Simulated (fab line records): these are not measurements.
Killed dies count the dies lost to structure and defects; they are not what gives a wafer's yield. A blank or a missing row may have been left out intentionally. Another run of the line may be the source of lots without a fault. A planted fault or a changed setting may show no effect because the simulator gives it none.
A struck lot beside a sound one -- flow sky130 -- 15 steps out of a route of 708
Sound: wafers L786.3, L786.4, L786.6. Wafers struck: L798.1, L798.2, L798.6. At the end, the cause is stated.
At each step with rows: each side's tool, then ch and its chambers, then its first start. Under that, the readings that differ: sound wafers -- struck wafers -- difference of the means -- sigmas: that difference in standard deviations of wafers without a fault.
alike: same words and numbers on both sides, and readings whose means sit less than 2 such deviations apart. not compared: any withheld reading, any reading some wafer has no value for, any bound like >300 that may hide the same value, and any number with overlapping values for which the record gives no deviation.
The two part at a step that has a row with sigmas, a row that says differs or no value, or rows on one side only. Numbers that don't overlap but have no deviation are shown without sigmas and don't part them. Lack of a reading on every wafer of one side parts them only where that side has two or more wafers.

SKY_VIA4_OVL_MEAS_11:
  sound on overlay-01 at day 45 00:02; struck on overlay-02 at day 48 06:43
  alike: VIA4_OVL
SKY_VIA4_ETCH_12: etches SiO2 in C4F8/O2/Ar, stops on TiN, target depth 580 nm.
  sound on rie_diel-02 ch 2,3, day 45 00:03; struck on rie_diel-04 ch 0,2,3, day 48 06:45
  alike: oes_product_au
then, 4 steps without rows for these wafers: SKY_VIA4_STRIP_13 (strips in O2/N2); SKY_VIA4_STRIP_14 (strips in post etch residue remover, time 1200 s); SKY_VIA4_CLEAN_15 (cleans in IPA, time 180 s); SKY_VIA4_CLEAN_16 (cleans in O3/DIW).
SKY_VIA4_SPUTTER_17: material TiN, target thk 20 nm, time 80 s.
  sound on pvd_sputter-02 at day 45 00:43; struck on pvd_sputter-03 at day 48 07:25
  alike: chamber_pressure_pa, throttle_valve_pct
then, 1 step without rows for these wafers: SKY_VIA4_CVD_18 (deposits W, target thk 505 nm, time 152.14 s).
SKY_VIA4_RS_MEAS_19: uses a four-point probe to measure.
  sound on film_metro-03 at day 45 00:58; struck on film_metro-03 at day 48 07:38
  alike: VIA4_W_RS
SKY_VIA4_THK_MEAS_20: measures by xrf.
  sound on film_metro-03 at day 45 01:04; struck on film_metro-03 at day 48 07:45
  alike: VIA4_W_THK
SKY_VIA4_CMP_21: polishes, stops on SiO2, t overpolish 25 s, target thk 0 nm.
  sound on cmp-01 ch 0,1,3, day 45 01:13; struck on cmp-02 ch 1,2, day 48 07:52
  alike: motor_current_A, overpolish_run_s, time_to_endpoint_s
SKY_METAL5_SPUTTER_00: material Ti, target thk 15 nm, time 10 s.
  sound on pvd_sputter-01 at day 45 01:25; struck on pvd_sputter-01 at day 48 08:07
  alike: chamber_pressure_pa, throttle_valve_pct
SKY_METAL5_SPUTTER_01: material TiN, target thk 20 nm, time 16.7 s.
  sound on pvd_sputter-01 at day 45 01:26; struck on pvd_sputter-01 at day 48 08:08
reading,sound,struck,difference,sigmas
chamber_pressure_pa (Pa),0.3999 0.4012 0.3997,0.4200 0.4197 0.4199,+0.0196,+23
  alike: throttle_valve_pct
SKY_METAL5_SPUTTER_02: material AlCu, target thk 1150 nm, time 61.2 s.
  sound on pvd_sputter-01 at day 45 01:28; struck on pvd_sputter-01 at day 48 08:10
  alike: chamber_pressure_pa, throttle_valve_pct
-- the record jumps here: 2 days lie between the struck wafers' starts before and after (it left off in module METAL5 and takes up again in module PAD_OPEN, whose first step shown is number 708 of the route) --
SKY_PAD_OPEN_PROBE_99:
  sound on prober-01 at day 47 17:17; struck on prober-01 at day 50 14:04
  alike: defect_limited_yield, killed_at_M0_to_M3, killed_at_M4_up, killed_at_contacts, killed_at_front_end, killed_at_other, killed_dies, killed_open, killed_short, sort_bin_3_pad_short, sort_bin_5_function, sort_bin_6_memory, sort_n_pass, sort_yield_pct

WHERE THEY PART
Only at SKY_METAL5_SPUTTER_01, as far as this record shows. Later steps at which nothing parts them and some readings are alike: SKY_METAL5_SPUTTER_02, SKY_PAD_OPEN_PROBE_99.

WHY: the cause the simulator had injected
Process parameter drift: pvd_sputter-01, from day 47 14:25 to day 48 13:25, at SKY_METAL5_SPUTTER_01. From 0.4, the setting chamber_pressure_pa moved by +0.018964. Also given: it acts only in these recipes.
